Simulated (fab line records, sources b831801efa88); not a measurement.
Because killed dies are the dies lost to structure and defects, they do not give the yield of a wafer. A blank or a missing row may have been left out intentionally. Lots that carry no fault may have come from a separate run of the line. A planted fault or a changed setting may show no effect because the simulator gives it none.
fab line records	flow gf180mcu
record: lots: 24	wafers: 72	last-day: 34
route steps=602 shown V1@358 M2@378 V2@387 M4@459 MIM@503
lots that met no fault: taken from a fault-free run of the same line
start-h: start of the lot's first displayed wafer, in hours after the record's first day	wait-h: hours from the lot's prior step to this one	" as in the row above	L1.1+2: several wafers, shown together as one row	- no value, or no start given	* or withheld: withheld	< > ~ a bound
route shown NAME@n: names a module that has steps shown in the file, with the first one's number in the route	usual: mean/standard deviation taken from wafers without a fault	same: alike in all rows	chamber/n: place in a boat	sites: readings site by site	_std_site: how widely they spread, as a standard deviation	_edge_site: mean of outer sites minus mean of inner sites	radius-mm: how far each site lies from the wafer's centre	mask NAME#n: copy n	behind: the last tool/chamber to shape the wafer	hold: cause of the lot's hold/its duration in hours/its outcome	device: the transistor (n, p or np) that didn't switch	end of line: tests run on the same wafers once the route is complete	where a step has no rows: the recipe by itself	killed: dies lost to structure and defects at the first sort, not the wafer's yield	map: per-die view of a wafer (x killed, . not killed, _ where there is no die)
set.NAME: the setting the step ran with; set.NAME@STEP: the setting that earlier step ran with	model.NAME: the simulator's own value behind a step, which no gauge read
the route's steps for a sample of lots (tables are steps, rows are wafers)
services: when a tool's chamber went out of use (start-h, in hours from the record's first day, below 0 if earlier), for how many hours, and the reason
== steps ==
step: GF_V1_CVD_23
recipe: material: W	target-thk-nm: 350	time-s: 105.05	temp-c: 400	pressure-torr: 40
usual: heater-power-w: 826/110
lot.wafer	tool	chamber	start-h	wait-h	heater-power-w
L074.1	cvd-w-02	0	409.94	0.0	673
L074.2	"	1	"	"	864
L074.6	"	1	"	"	860
L075.4	cvd-w-02	1	414.48	0.1	850
L075.5	"	0	"	"	661
L075.6	"	1	"	"	854
L076.1	cvd-w-02	1	430.78	0.0	847
L076.2	"	0	"	"	659
L076.5	"	1	"	"	833
L077.1	cvd-w-01	1	441.60	0.0	849
L077.4	"	0	"	"	974
L077.6	"	1	"	"	837
L078.2	cvd-w-02	1	446.74	0.0	867
L078.5	"	0	"	"	682
L078.6	"	1	"	"	849
L079.2	cvd-w-01	0	457.13	0.0	982
L079.3	"	0	"	"	972
L079.5	"	0	"	"	998
L080.2	cvd-w-02	1	465.82	0.0	857
L080.4	"	0	"	"	673
L080.5	"	0	"	"	669
L081.3	cvd-w-01	1	477.02	0.1	855
L081.4	"	0	"	"	994
L081.5	"	1	"	"	820
L082.1	cvd-w-02	1	488.65	0.0	839
L082.3	"	0	"	"	668
L082.4	"	1	"	"	845
L083.3	cvd-w-01	0	501.43	0.1	1004
L083.4	"	1	"	"	837
L083.6	"	0	"	"	994
L085.4	cvd-w-01	0	516.66	0.1	970
L085.5	"	1	"	"	840
L085.6	"	0	"	"	965
L084.2	cvd-w-02	0	517.10	0.0	667
L084.5	"	1	"	"	838
L084.6	"	0	"	"	668
L086.2	cvd-w-02	0	523.30	0.0	658
L086.3	"	0	"	"	666
L086.4	"	1	"	"	855
L087.1	cvd-w-01	1	528.22	0.0	860
L087.2	"	0	"	"	989
L087.6	"	1	"	"	868
L088.2	cvd-w-01	1	542.31	0.0	838
L088.3	"	1	"	"	854
L088.6	"	1	"	"	859
L089.2	cvd-w-02	1	556.27	0.0	854
L089.3	"	0	"	"	682
L089.6	"	1	"	"	846
L090.1	cvd-w-02	1	562.03	0.0	829
L090.2	"	0	"	"	644
L090.3	"	0	"	"	678
L091.2	cvd-w-02	1	567.12	0.0	858
L091.5	"	1	"	"	845
L091.6	"	0	"	"	667
L092.1	cvd-w-01	0	572.68	0.0	1004
L092.2	"	1	"	"	841
L092.4	"	1	"	"	843
L093.1	cvd-w-02	0	580.59	0.0	686
L093.3	"	0	"	"	677
L093.5	"	0	"	"	676
L094.1	cvd-w-02	0	584.37	0.0	681
L094.2	"	1	"	"	856
L094.3	"	1	"	"	871
L095.1	cvd-w-01	0	597.43	0.0	978
L095.2	"	1	"	"	865
L095.6	"	0	"	"	994
L096.2	cvd-w-01	0	599.33	0.0	1011
L096.4	"	1	"	"	868
L096.5	"	1	"	"	852
L097.1	cvd-w-02	0	604.64	0.0	672
L097.4	"	0	"	"	682
L097.5	"	1	"	"	851
step: GF_M2_METAL_ETCH_16
recipe: chemistry: Cl2/BCl3	mask-material: KrF	target-depth-nm: 750.8	stop-on: SiO2	pressure-mtorr: 8	icp-w: 800	bias-w: 140	Cl2_flow_sccm: 80	bcl3-flow-sccm: 40	time-s: 125.1
usual: chamber-pressure-mTorr: 8.000/0.0075	drypump-motor-current-A: 5.53/0.28	mfc-cl2-sccm: 80.00/0.23	oes-product-au: 0.991/0.0064	throttle-valve-pct: 28.227/0.011
lot.wafer	tool	chamber	start-h	wait-h	chamber-pressure-mTorr	drypump-motor-current-A	mfc-cl2-sccm	oes-product-au	rf-hours-counter-h	throttle-valve-pct
L074.1	rie-metal-03	0	434.73	0.0	8.002	5.38	79.94	0.994	12	28.222
L074.2	"	1	"	"	7.994	5.84	79.82	1.005	5	28.226
L074.6	"	1	"	"	8.005	5.85	79.68	1.006	-	28.227
L075.4	rie-metal-04	1	439.17	0.1	7.995	5.58	80.14	0.963	-	28.250
L075.5	"	1	"	"	7.991	5.60	80.22	0.972	-	28.262
L075.6	"	0	"	"	8.007	5.09	80.01	0.990	-	28.231
L076.1	rie-metal-02	1	456.41	0.0	8.000	5.12	79.82	0.999	11	28.230
L076.2	"	0	"	"	7.982	5.67	79.86	0.989	9	28.222
L076.5	"	0	"	"	8.008	5.70	79.91	0.993	-	28.207
L077.1	rie-metal-03	1	466.75	0.0	7.990	5.84	80.12	0.988	6	28.236
L077.4	"	1	"	"	7.970	5.82	80.20	0.993	-	28.226
L077.6	"	1	"	"	7.999	5.83	80.25	1.000	-	28.208
L078.2	rie-metal-03	1	471.29	0.1	8.015	5.84	80.02	0.989	-	28.220
L078.5	"	1	"	"	7.993	5.83	80.12	0.989	-	28.222
L078.6	"	1	"	"	8.001	5.83	79.88	1.008	-	28.219
L079.2	rie-metal-03	1	482.68	0.0	8.000	5.83	79.51	0.993	7	28.210
L079.3	"	1	"	"	8.003	5.82	79.50	0.992	-	28.233
L079.5	"	0	"	"	7.994	5.38	79.98	0.991	-	28.220
L080.2	rie-metal-03	1	490.51	0.0	7.998	5.84	79.92	0.993	7	28.216
L080.4	"	1	"	"	8.004	5.83	79.79	0.993	-	28.222
L080.5	"	1	"	"	8.000	5.83	79.78	0.990	-	28.210
L081.3	rie-metal-03	0	501.32	0.1	7.990	5.37	80.31	0.998	-	28.224
L081.4	"	1	"	"	8.003	5.82	80.01	0.981	-	28.239
L081.5	"	1	"	"	8.007	5.81	79.84	0.983	-	28.242
L082.1	rie-metal-02	0	513.93	0.0	8.001	5.69	80.06	0.992	11	28.245
L082.3	"	0	"	"	8.009	5.70	80.03	0.989	-	28.231
L082.4	"	1	"	"	8.008	5.12	79.93	0.991	-	28.226
L083.3	rie-metal-03	0	525.58	0.1	8.004	5.36	80.18	0.992	-	28.206
L083.4	"	1	"	"	7.995	5.82	80.06	0.988	-	28.223
L083.6	"	0	"	"	8.004	5.38	80.14	0.997	-	28.227
L085.4	rie-metal-04	0	540.92	0.1	7.999	5.11	80.30	0.989	-	28.234
L085.5	"	1	"	"	7.998	5.58	80.15	0.998	-	28.223
L085.6	"	0	"	"	8.017	5.09	80.17	0.998	-	28.220
L084.2	rie-metal-02	0	541.28	0.1	8.008	5.70	80.14	0.991	-	28.218
L084.5	"	0	"	"	7.997	5.70	80.04	0.988	-	28.228
L084.6	"	0	"	"	8.001	5.71	80.30	0.997	-	28.234
L086.2	rie-metal-04	0	547.77	0.0	7.996	5.09	79.93	0.990	6	28.221
L086.3	"	0	"	"	8.002	5.10	79.49	0.985	-	28.229
L086.4	"	1	"	"	8.000	5.57	79.89	0.987	-	28.237
L087.1	rie-metal-03	1	551.80	0.0	8.004	5.83	79.99	0.989	8	28.219
L087.2	"	0	"	"	7.996	5.37	79.95	1.000	2	28.207
L087.6	"	1	"	"	7.990	5.81	80.24	0.987	-	28.228
L088.2	rie-metal-03	0	566.00	0.0	8.009	5.36	79.41	0.996	2	28.230
L088.3	"	1	"	"	8.008	5.83	79.50	0.995	-	28.217
L088.6	"	0	"	"	7.981	5.37	79.99	0.997	-	28.231
L089.2	rie-metal-03	0	580.17	0.0	7.989	5.37	80.22	0.988	2	28.242
L089.3	"	1	"	"	8.003	5.84	80.11	0.985	-	28.210
L089.6	"	1	"	"	7.994	5.84	80.15	0.979	-	28.242
L090.1	rie-metal-03	1	584.87	0.0	8.001	5.83	79.87	0.982	9	28.226
L090.2	"	0	"	"	7.997	5.37	79.82	0.996	3	28.230
L090.3	"	0	"	"	7.996	5.37	79.87	0.990	-	28.230
L091.2	rie-metal-04	0	589.85	0.0	7.990	5.10	79.52	0.990	7	28.241
L091.5	"	1	"	"	7.992	5.56	79.94	1.004	-	28.223
L091.6	"	0	"	"	7.998	5.11	79.82	0.989	-	28.231
L092.1	rie-metal-03	1	595.52	0.0	7.993	5.84	80.04	0.985	9	28.239
L092.2	"	0	"	"	8.003	5.37	80.06	0.996	3	28.216
L092.4	"	0	"	"	8.000	5.36	80.44	0.997	-	28.210
L093.1	rie-metal-04	1	602.95	0.0	7.997	5.56	79.82	0.992	3	28.224
L093.3	"	1	"	"	8.005	5.57	80.06	0.991	-	28.228
L093.5	"	1	"	"	8.001	5.55	80.10	0.997	-	28.223
L094.1	rie-metal-03	0	606.45	0.0	7.992	5.39	79.99	0.988	3	28.232
L094.2	"	1	"	"	8.007	5.83	80.28	0.993	10	28.245
L094.3	"	0	"	"	7.985	5.36	80.16	0.993	-	28.230
L095.1	rie-metal-03	1	619.77	0.0	8.003	5.84	80.23	0.983	10	28.228
L095.2	"	0	"	"	8.006	5.38	80.08	0.990	4	28.214
L095.6	"	0	"	"	7.991	5.37	79.94	0.986	-	28.231
L096.2	rie-metal-02	1	620.90	0.1	8.002	5.10	80.07	0.993	-	28.226
L096.4	"	1	"	"	7.993	5.12	79.91	0.991	-	28.237
L096.5	"	1	"	"	8.005	5.13	79.90	0.990	-	28.232
L097.1	rie-metal-03	0	625.75	0.0	8.001	5.38	80.12	1.001	4	28.225
L097.4	"	0	"	"	7.988	5.38	80.16	0.989	-	28.203
L097.5	"	1	"	"	7.996	5.82	80.47	0.986	-	28.231
step: GF_V2_BOW_MEAS_05
recipe: mode: bow
usual: V2_BOW: 101/8.6
lot.wafer	tool	chamber	start-h	wait-h	V2_BOW[um]
L074.1	film-metro-02	-	435.98	0.2	99
L074.2	"	-	"	"	94
L074.6	"	-	"	"	92
L075.4	film-metro-03	-	440.42	0.3	84
L075.5	"	-	"	"	93
L075.6	"	-	"	"	96
L076.1	film-metro-03	-	457.65	0.2	96
L076.2	"	-	"	"	103
L076.5	"	-	"	"	97
L077.1	film-metro-04	-	468.10	0.2	97
L077.4	"	-	"	"	103
L077.6	"	-	"	"	96
L078.2	film-metro-02	-	472.62	0.2	103
L078.5	"	-	"	"	114
L078.6	"	-	"	"	114
L079.2	film-metro-04	-	483.92	0.2	101
L079.3	"	-	"	"	94
L079.5	"	-	"	"	102
L080.2	film-metro-04	-	493.23	0.2	99
L080.4	"	-	"	"	108
L080.5	"	-	"	"	100
L081.3	film-metro-02	-	502.55	0.2	106
L081.4	"	-	"	"	108
L081.5	"	-	"	"	111
L082.1	film-metro-02	-	515.18	0.2	95
L082.3	"	-	"	"	104
L082.4	"	-	"	"	108
L083.3	film-metro-02	-	526.84	0.1	88
L083.4	"	-	"	"	106
L083.6	"	-	"	"	100
L085.4	film-metro-02	-	542.23	0.3	115
L085.5	"	-	"	"	101
L085.6	"	-	"	"	106
L084.2	film-metro-02	-	542.94	0.2	95
L084.5	"	-	"	"	87
L084.6	"	-	"	"	81
L086.2	film-metro-03	-	549.09	0.1	105
L086.3	"	-	"	"	102
L086.4	"	-	"	"	108
L087.1	film-metro-03	-	553.37	0.2	111
L087.2	"	-	"	"	101
L087.6	"	-	"	"	106
L088.2	film-metro-03	-	567.32	0.1	97
L088.3	"	-	"	"	93
L088.6	"	-	"	"	113
L089.2	film-metro-02	-	581.46	0.1	94
L089.3	"	-	"	"	114
L089.6	"	-	"	"	100
L090.1	film-metro-02	-	586.10	0.1	101
L090.2	"	-	"	"	93
L090.3	"	-	"	"	112
L091.2	film-metro-02	-	591.09	0.3	88
L091.5	"	-	"	"	93
L091.6	"	-	"	"	84
L092.1	film-metro-02	-	596.75	0.2	111
L092.2	"	-	"	"	117
L092.4	"	-	"	"	97
L093.1	film-metro-02	-	604.18	0.1	92
L093.3	"	-	"	"	97
L093.5	"	-	"	"	118
L094.1	film-metro-03	-	607.91	0.1	100
L094.2	"	-	"	"	103
L094.3	"	-	"	"	95
L095.1	film-metro-02	-	621.00	0.2	98
L095.2	"	-	"	"	113
L095.6	"	-	"	"	112
L096.2	film-metro-02	-	622.29	0.1	97
L096.4	"	-	"	"	99
L096.5	"	-	"	"	113
L097.1	film-metro-04	-	627.13	0.1	107
L097.4	"	-	"	"	103
L097.5	"	-	"	"	107
step: GF_M4_SPUTTER_03
recipe: material: Ti	target-thk-nm: 10	substrate-temp-c: 300	chamber-pressure-pa: 0.3	power-w: 3000	time-s: 6.7
usual: cathode-dc-power-W: 3000.0/0.57	throttle-valve-pct: 30.3/1.1
lot.wafer	tool	chamber	start-h	wait-h	cathode-dc-power-W	throttle-valve-pct
L074.1	pvd-sputter-02	-	513.58	0.0	3001.3	29.2
L074.2	"	-	"	"	2999.1	30.7
L074.6	"	-	"	"	3001.1	29.3
L075.4	pvd-sputter-01	-	518.08	0.0	3000.4	30.9
L075.5	"	-	"	"	2999.1	28.8
L075.6	"	-	"	"	3000.2	31.2
L076.1	pvd-sputter-03	-	532.88	0.0	2999.9	30.2
L076.2	"	-	"	"	3000.3	31.8
L076.5	"	-	"	"	3000.1	30.6
L077.1	pvd-sputter-01	-	544.88	0.0	3000.3	28.4
L077.4	"	-	"	"	3000.1	31.0
L077.6	"	-	"	"	2999.5	28.3
L078.2	pvd-sputter-01	-	547.74	0.0	2999.5	28.2
L078.5	"	-	"	"	3000.1	31.1
L078.6	"	-	"	"	3000.5	28.6
L079.2	pvd-sputter-03	-	558.33	0.0	3000.1	31.9
L079.3	"	-	"	"	3000.4	30.2
L079.5	"	-	"	"	3000.3	32.0
L080.2	pvd-sputter-01	-	568.24	0.0	2999.6	28.5
L080.4	"	-	"	"	2999.9	29.0
L080.5	"	-	"	"	2999.9	28.5
L081.3	pvd-sputter-01	-	575.98	0.0	2999.9	28.6
L081.4	"	-	"	"	2999.4	28.1
L081.5	"	-	"	"	3000.6	28.7
L082.1	pvd-sputter-02	-	587.42	0.0	3000.9	30.2
L082.3	"	-	"	"	2999.9	30.8
L082.4	"	-	"	"	3000.1	29.4
L083.3	pvd-sputter-02	-	598.02	0.0	3000.5	31.1
L083.4	"	-	"	"	2999.5	29.3
L083.6	"	-	"	"	2999.2	30.5
L085.4	pvd-sputter-01	-	611.30	0.0	2999.9	31.1
L085.5	"	-	"	"	3001.1	31.3
L085.6	"	-	"	"	2998.9	28.6
L084.2	pvd-sputter-01	-	613.27	0.0	3000.0	30.9
L084.5	"	-	"	"	3000.0	28.3
L084.6	"	-	"	"	2999.3	31.1
L086.2	pvd-sputter-02	-	618.29	0.0	3000.3	30.4
L086.3	"	-	"	"	2999.9	30.9
L086.4	"	-	"	"	3000.8	29.2
L087.1	pvd-sputter-03	-	623.45	0.0	2999.0	30.1
L087.2	"	-	"	"	2999.3	31.0
L087.6	"	-	"	"	2999.9	31.7
L088.2	pvd-sputter-01	-	635.54	0.0	3000.3	28.5
L088.3	"	-	"	"	2999.9	31.1
L088.6	"	-	"	"	2998.9	28.7
L089.2	pvd-sputter-01	-	648.93	0.0	3000.6	28.4
L089.3	"	-	"	"	3000.1	28.6
L089.6	"	-	"	"	3000.2	28.4
L090.1	pvd-sputter-02	-	653.38	0.0	3001.2	29.4
L090.2	"	-	"	"	3000.1	31.2
L090.3	"	-	"	"	3000.9	30.4
L091.2	pvd-sputter-02	-	658.99	0.0	3000.3	29.4
L091.5	"	-	"	"	2999.5	30.3
L091.6	"	-	"	"	2999.0	30.8
L092.1	pvd-sputter-01	-	661.65	0.0	2999.8	28.9
L092.2	"	-	"	"	2999.7	30.9
L092.4	"	-	"	"	2999.9	28.2
L093.1	pvd-sputter-01	-	669.08	0.0	3000.3	31.3
L093.3	"	-	"	"	2999.3	28.5
L093.5	"	-	"	"	3000.3	31.3
L094.1	pvd-sputter-03	-	673.68	0.0	2999.9	32.0
L094.2	"	-	"	"	2999.1	30.3
L094.3	"	-	"	"	2999.4	30.3
L095.1	pvd-sputter-03	-	683.72	0.0	2999.6	30.1
L095.2	"	-	"	"	3000.8	30.6
L095.6	"	-	"	"	3000.0	31.7
L096.2	pvd-sputter-03	-	685.34	0.0	3000.2	31.1
L096.4	"	-	"	"	3001.3	30.3
L096.5	"	-	"	"	2999.0	30.5
L097.1	pvd-sputter-03	-	689.59	0.0	3000.0	31.0
L097.4	"	-	"	"	3000.5	30.4
L097.5	"	-	"	"	3000.2	32.0
step: GF_M4_THK_MEAS_06
recipe: thk-meas-gauge: xrf	reads: AlCu_of_M4_SPUTTER_02
usual: M4_ALCU_THK: 444/7.9
lot.wafer	tool	chamber	start-h	wait-h	M4_ALCU_THK[nm]
L074.1	film-metro-02	-	513.76	0.1	427
L074.2	"	-	"	"	435
L074.6	"	-	"	"	428
L075.4	film-metro-03	-	518.29	0.1	441
L075.5	"	-	"	"	452
L075.6	"	-	"	"	445
L076.1	film-metro-01	-	533.06	0.1	449
L076.2	"	-	"	"	450
L076.5	"	-	"	"	432
L077.1	film-metro-01	-	545.06	0.1	450
L077.4	"	-	"	"	455
L077.6	"	-	"	"	446
L078.2	film-metro-01	-	547.93	0.1	446
L078.5	"	-	"	"	448
L078.6	"	-	"	"	442
L079.2	film-metro-01	-	558.52	0.1	454
L079.3	"	-	"	"	442
L079.5	"	-	"	"	452
L080.2	film-metro-03	-	568.43	0.1	440
L080.4	"	-	"	"	457
L080.5	"	-	"	"	454
L081.3	film-metro-01	-	576.18	0.1	454
L081.4	"	-	"	"	443
L081.5	"	-	"	"	451
L082.1	film-metro-01	-	587.60	0.1	451
L082.3	"	-	"	"	451
L082.4	"	-	"	"	441
L083.3	film-metro-03	-	598.22	0.1	442
L083.4	"	-	"	"	432
L083.6	"	-	"	"	448
L085.4	film-metro-01	-	611.50	0.1	442
L085.5	"	-	"	"	446
L085.6	"	-	"	"	457
L084.2	film-metro-03	-	613.46	0.1	439
L084.5	"	-	"	"	457
L084.6	"	-	"	"	443
L086.2	film-metro-03	-	618.48	0.1	462
L086.3	"	-	"	"	448
L086.4	"	-	"	"	444
L087.1	film-metro-03	-	623.63	0.1	440
L087.2	"	-	"	"	442
L087.6	"	-	"	"	444
L088.2	film-metro-02	-	635.73	0.1	450
L088.3	"	-	"	"	437
L088.6	"	-	"	"	449
L089.2	film-metro-03	-	649.12	0.1	444
L089.3	"	-	"	"	454
L089.6	"	-	"	"	442
L090.1	film-metro-01	-	653.56	0.1	443
L090.2	"	-	"	"	447
L090.3	"	-	"	"	457
L091.2	film-metro-02	-	659.18	0.1	431
L091.5	"	-	"	"	440
L091.6	"	-	"	"	436
L092.1	film-metro-02	-	661.83	0.1	440
L092.2	"	-	"	"	437
L092.4	"	-	"	"	435
L093.1	film-metro-01	-	669.26	0.1	439
L093.3	"	-	"	"	451
L093.5	"	-	"	"	439
L094.1	film-metro-02	-	673.86	0.1	445
L094.2	"	-	"	"	433
L094.3	"	-	"	"	443
L095.1	film-metro-03	-	683.90	0.1	446
L095.2	"	-	"	"	432
L095.6	"	-	"	"	453
L096.2	film-metro-01	-	685.53	0.1	452
L096.4	"	-	"	"	446
L096.5	"	-	"	"	433
L097.1	film-metro-03	-	689.77	0.1	449
L097.4	"	-	"	"	442
L097.5	"	-	"	"	447
step: GF_MIM_SPUTTER_00
recipe: material: Ti	target-thk-nm: 37.5	arriving-ion-energy-ev: 80	substrate-temp-c: 200	chamber-pressure-pa: 2	power-w: 4000	time-s: 150
usual: cathode-dc-power-W: 4000.0/0.79	throttle-valve-pct: 30.4/1.1
lot.wafer	tool	chamber	start-h	wait-h	cathode-dc-power-W	throttle-valve-pct
L074.1	pvd-sputter-01	-	562.27	0.1	3998.7	28.8
L074.2	"	-	"	"	3999.5	31.3
L074.6	"	-	"	"	4000.6	31.4
L075.4	pvd-sputter-01	-	566.52	0.2	4000.5	28.5
L075.5	"	-	"	"	4000.5	31.3
L075.6	"	-	"	"	3999.5	28.5
L076.1	pvd-sputter-01	-	579.54	0.2	4000.0	31.2
L076.2	"	-	"	"	3999.4	31.0
L076.5	"	-	"	"	4000.3	28.4
L077.1	pvd-sputter-03	-	591.90	0.1	3999.8	31.1
L077.4	"	-	"	"	3998.8	31.6
L077.6	"	-	"	"	3999.4	30.2
L078.2	pvd-sputter-04	-	594.07	0.1	3999.8	29.6
L078.5	"	-	"	"	3998.3	31.0
L078.6	"	-	"	"	4001.0	31.6
L079.2	pvd-sputter-03	-	605.15	0.1	3999.6	31.9
L079.3	"	-	"	"	3999.8	30.9
L079.5	"	-	"	"	4000.3	30.6
L080.2	pvd-sputter-03	-	614.36	0.2	3999.7	30.2
L080.4	"	-	"	"	4001.1	31.1
L080.5	"	-	"	"	4000.6	31.1
L081.3	pvd-sputter-04	-	621.89	0.1	4001.5	30.6
L081.4	"	-	"	"	3998.9	29.8
L081.5	"	-	"	"	3998.4	31.0
L082.1	pvd-sputter-01	-	631.57	0.1	3999.2	31.1
L082.3	"	-	"	"	3999.3	31.1
L082.4	"	-	"	"	3999.5	28.5
L083.3	pvd-sputter-01	-	641.96	0.2	3999.4	31.2
L083.4	"	-	"	"	4000.3	28.3
L083.6	"	-	"	"	4000.4	28.3
L085.4	pvd-sputter-04	-	653.52	0.1	3999.6	30.8
L085.5	"	-	"	"	3999.5	31.7
L085.6	"	-	"	"	4000.4	30.8
L084.2	pvd-sputter-01	-	656.00	0.1	3999.7	31.2
L084.5	"	-	"	"	3999.0	31.1
L084.6	"	-	"	"	4001.6	28.8
L086.2	pvd-sputter-01	-	660.51	0.1	4000.1	31.2
L086.3	"	-	"	"	3999.5	28.7
L086.4	"	-	"	"	3999.7	31.2
L087.1	pvd-sputter-03	-	667.35	0.1	4000.4	31.7
L087.2	"	-	"	"	4000.6	30.9
L087.6	"	-	"	"	4001.5	31.9
L088.2	pvd-sputter-01	-	677.77	0.2	4001.4	28.6
L088.3	"	-	"	"	3999.0	28.3
L088.6	"	-	"	"	3999.8	28.6
L089.2	pvd-sputter-01	-	690.48	0.2	4001.2	28.4
L089.3	"	-	"	"	4000.0	28.5
L089.6	"	-	"	"	4000.7	31.3
L090.1	pvd-sputter-03	-	695.50	0.2	3999.4	30.3
L090.2	"	-	"	"	4000.1	30.3
L090.3	"	-	"	"	4000.2	30.9
L091.2	pvd-sputter-03	-	698.55	0.1	3999.6	29.8
L091.5	"	-	"	"	4000.2	30.9
L091.6	"	-	"	"	4000.8	30.4
L092.1	pvd-sputter-04	-	701.84	0.1	3999.6	31.5
L092.2	"	-	"	"	3999.1	29.9
L092.4	"	-	"	"	4000.9	31.1
L093.1	pvd-sputter-04	-	708.50	0.1	4001.2	29.7
L093.3	"	-	"	"	3998.8	30.9
L093.5	"	-	"	"	3999.4	31.0
L094.1	pvd-sputter-01	-	714.16	0.2	4000.1	28.6
L094.2	"	-	"	"	3999.5	28.4
L094.3	"	-	"	"	4000.1	31.6
L095.1	pvd-sputter-03	-	723.56	0.1	3999.3	30.1
L095.2	"	-	"	"	4000.6	31.0
L095.6	"	-	"	"	4000.0	30.3
L096.2	pvd-sputter-04	-	724.87	0.2	3998.9	31.8
L096.4	"	-	"	"	3999.9	30.6
L096.5	"	-	"	"	3999.9	30.0
L097.1	pvd-sputter-04	-	729.28	0.1	3999.7	29.7
L097.4	"	-	"	"	3999.6	31.1
L097.5	"	-	"	"	4001.1	30.1
== services ==
tool	chamber	start-h	hours	kind
cvd-w-01	-	390.00	14.0	pm
pvd-sputter-01	-	392.50	3.0	repair
pvd-sputter-01	-	397.37	7.8	repair
cvd-w-02	1	411.03	3.0	repair
cvd-w-01	0	411.85	3.1	repair
pvd-sputter-04	-	424.45	5.1	repair
pvd-sputter-01	-	442.05	3.8	repair
pvd-sputter-03	-	472.35	2.2	repair
pvd-sputter-02	-	481.43	16.1	repair
rie-metal-03	-	497.24	0.7	repair
rie-metal-03	-	503.73	0.6	repair
cvd-w-02	-	558.07	2.9	repair
cvd-w-01	-	567.38	0.6	repair
pvd-sputter-03	-	570.11	1.8	repair
pvd-sputter-03	-	572.90	6.7	repair
pvd-sputter-01	-	596.03	3.1	repair
cvd-w-02	1	599.77	3.7	repair
pvd-sputter-02	-	639.70	2.3	repair
pvd-sputter-01	-	653.47	1.0	repair
cvd-w-01	-	664.81	0.5	repair
pvd-sputter-04	-	669.10	1.0	repair
pvd-sputter-04	-	675.73	8.0	repair
pvd-sputter-03	-	699.58	7.9	repair
pvd-sputter-01	-	727.95	6.9	repair
== key ==
fault none
